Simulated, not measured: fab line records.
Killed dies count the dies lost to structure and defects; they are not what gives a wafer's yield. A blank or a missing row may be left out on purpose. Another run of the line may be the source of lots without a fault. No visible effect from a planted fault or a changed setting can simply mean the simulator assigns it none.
The same fault as seen by 2 desks + flow gf180mcu + only its own numbers are on each desk; what lay behind them is given at the end

== METROLOGY DESK ==
What the gauges read, lot by lot, whatever tool the lot ran on: means of the sampled wafers that have a number. The brackets show how far a lot's mean lies from the usual mean; more than 4 standard deviations puts the lot out of limits, marked OUT.
Columns: A = cd nm at GF_POLY_GATE_CD_MEAS_18, usual 280.0 nm; B = HV_LDD_OVL at GF_HV_LDD_OVL_MEAS_08, usual 0.1 nm; C = HV_LDD_CVD_56_THK at GF_HV_LDD_THK_MEAS_57, usual 89.7 nm
| lot  | first seen here | A     | B    | C              |
|------|-----------------|-------|------|----------------|
| L862 | day 9 17:26     | 281.1 | -1.5 | 89.5           |
| L863 | day 10 01:37    | 281.8 | -0.8 | 90.0           |
| L865 | day 10 20:41    | 279.2 | 1.1  | 91.0           |
| L868 | day 11 15:22    | 281.5 | -0.9 | 89.1           |
| L869 | day 12 02:06    | 280.0 | 1.9  | 65.2 (-30) OUT |
| L870 | day 12 07:10    | 280.0 | 0.4  | 64.4 (-30) OUT |
| L879 | day 14 22:49    | 280.0 | -0.9 | 88.5           |
| L880 | day 15 06:26    | 279.4 | 0.9  | 89.8           |
| L881 | day 15 14:47    | 278.9 | 0.9  | 89.2           |
| L882 | day 15 18:58    | 282.1 | 0.8  | 89.6           |
| L883 | day 16 13:04    | 279.1 | -0.1 | 90.8           |
Finding of this desk: L869, L870 out of limits, first seen on L869 at day 15 15:32 (HV_LDD_CVD_56_THK at GF_HV_LDD_THK_MEAS_57). L862, L863, L865, L868, L879, L880, L881, L882, L883 stayed within limits.

== AT THE TOOL OWNER'S DESK: lpcvd-01 ==
The tool's own readings at GF_HV_LDD_CVD_56 (deposits Si3N4 from DCS/NH3, target thk 90 nm, time 1543 s): means of the sampled wafers that have a number, for each lot that ran on this tool. The brackets show how far a lot's mean lies from the usual mean; more than 4 standard deviations puts the lot out of limits, marked OUT.
Columns: A = spike tc bottom C at GF_HV_LDD_CVD_56, usual 787.5 C; B = spike tc centre C at GF_HV_LDD_CVD_56, usual 771.0 C; C = spike tc lower C at GF_HV_LDD_CVD_56, usual 770.3 C; D = spike tc top C at GF_HV_LDD_CVD_56, usual 780.4 C; E = spike tc upper C at GF_HV_LDD_CVD_56, usual 770.1 C; F = susceptor temp C at GF_HV_LDD_CVD_56, usual 770.0 C; G = zone power bottom pct at GF_HV_LDD_CVD_56, usual 20.5 %
| lot  | first seen here | A                | B               | C               | D               | E               | F               | G    |
|------|-----------------|------------------|-----------------|-----------------|-----------------|-----------------|-----------------|------|
| L862 | day 12 23:43    | 783.8            | 770.4           | 770.7           | 780.2           | 769.9           | 769.6           | 24.0 |
| L863 | day 13 08:11    | 786.4            | 772.1           | 770.6           | 779.2           | 771.2           | 769.9           | 21.4 |
| L868 | day 15 02:35    | 785.6            | 771.7           | 769.2           | 779.7           | 771.1           | 769.8           | 21.3 |
| L869 | day 15 14:05    | 770.3 (-7.2) OUT | 756.5 (-11) OUT | 753.8 (-15) OUT | 763.6 (-11) OUT | 753.8 (-15) OUT | 753.7 (-45) OUT | 20.4 |
| L870 | day 15 20:32    | 770.2 (-7.2) OUT | 755.8 (-12) OUT | 753.6 (-15) OUT | 764.4 (-11) OUT | 754.3 (-14) OUT | 753.9 (-45) OUT | 20.5 |
| L879 | day 18 19:02    | 785.1            | 770.6           | 771.0           | 781.7           | 770.0           | 770.1           | 23.9 |
| L883 | day 20 13:42    | 784.9            | 770.6           | 771.5           | 780.3           | 769.4           | 769.8           | 23.8 |
This desk's finding: out of limits on L869, L870; first on L869, day 15 14:05 (spike tc bottom C at GF_HV_LDD_CVD_56). L862, L863, L868, L879, L883 stayed within limits.

== TAKEN TOGETHER ==
The tool owner's desk had the chance to raise an alarm at day 15 14:05 on L869, L870.
At day 15 15:32 the metrology desk could have sounded an alarm, on L869, L870.
GF_HV_LDD_CVD_56 was run on lpcvd-01 by each of the lots named.

== WHAT HAD BEEN PUT IN BY THE SIMULATOR ==
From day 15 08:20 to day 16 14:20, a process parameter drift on lpcvd-01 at GF_HV_LDD_CVD_56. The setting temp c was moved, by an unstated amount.
Shown lots that were struck: L869, L870.
Counting hours from when the fault started, the first reading out of limits came at 6 for the tool owner's desk and at 7 for the metrology desk.
